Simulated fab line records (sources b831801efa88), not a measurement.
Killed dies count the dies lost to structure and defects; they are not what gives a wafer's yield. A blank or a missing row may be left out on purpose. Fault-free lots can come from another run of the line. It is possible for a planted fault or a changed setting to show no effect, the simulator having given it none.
Problem report in the 8D (eight disciplines) form, filled by code    flow gf180mcu    the parts of the form that need people (team, actions taken, sign-off) are left out

1. THE ISSUE
Mean of timeToEndpointS at GF_V2_CMP_26: 44 s across 2 wafers in 2 lots; on wafers with no fault it is 85 s (standard deviation 4.5). That is -9.1 standard deviations from the usual mean.
The step: polishes, stops on SiO2, t overpolish 15 s, target thk 0 nm.
Earliest sighting: wafer L286.3 on cmp-02 at day 26 13:25. The record has a number at this step for 40 wafers belonging to 14 lots. By rule, "out" or "out of limits" means more than 4 standard deviations away from the usual mean. The other wafers with a number count as sound.

2. WHAT IT IS; WHAT IT IS NOT
question                     is                 is not
which readings at this step  timeToEndpointS    motorCurrentA, overpolishRunS, retainingRingPressureFrac
which lots                   L286, L291         L270, L271, L272, L273, L274, L276, L277, L278, L279, L280, L292, L293
which wafers of those lots   L286.3, L291.3     L286.6, L291.1
read on which tools          cmp-02             cmp-01
when                         from day 26 13:25  up to then (31 sound wafers); but 7 sound wafers of L291, L292, L293 came after

3. SUSPECTS, AND WHAT RULES EACH OUT
Counting: a tool at a process step up to the reading stays a suspect if it ran every lot that is out. Sound lots after the first of them don't rule it out here, since some wafers of a struck lot are sound.
- cmp-02 at GF_V2_CMP_26 (polishes, stops on SiO2, t overpolish 15 s, target thk 0 nm): kept. Every lot that is out went through it, the first being L286 (day 26 13:25); the last sound lot it ran before that was L280 (day 24 12:40). Out on those wafers are its own readings of timeToEndpointS.
After counting, what remains is cmp-02 at GF_V2_CMP_26.

4. THE CAUSE (what the simulator had put in)
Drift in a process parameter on cmp-02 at GF_V2_CMP_26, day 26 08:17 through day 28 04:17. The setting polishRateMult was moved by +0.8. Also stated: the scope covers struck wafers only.
The count eliminated every tool but this one.

5. THE CHAIN OF EFFECTS, in route order
Rows list readings where the struck wafers' mean (over those with a number) sits beyond 3 standard deviations from the usual. Only readings for which the record gives a usual standard deviation are gone through. hours: the time from each lot's start at the first step in this table that gives one to its start at this step, as a median over the lots. sigmas: the change in usual standard deviations.
hours  step          reading          usual  on struck wafers  change  sigmas
0      GF_V2_CMP_26  timeToEndpointS  85 s   44                -41     -9.1
Process steps it contains:
- GF_V2_CMP_26: polishes, stops on SiO2, t overpolish 15 s, target thk 0 nm.

6. HOW IT WOULD HAVE BEEN CAUGHT EARLIER
In this record the first reading out of limits was taken at day 26 13:25, 5 hours after the fault began at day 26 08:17.
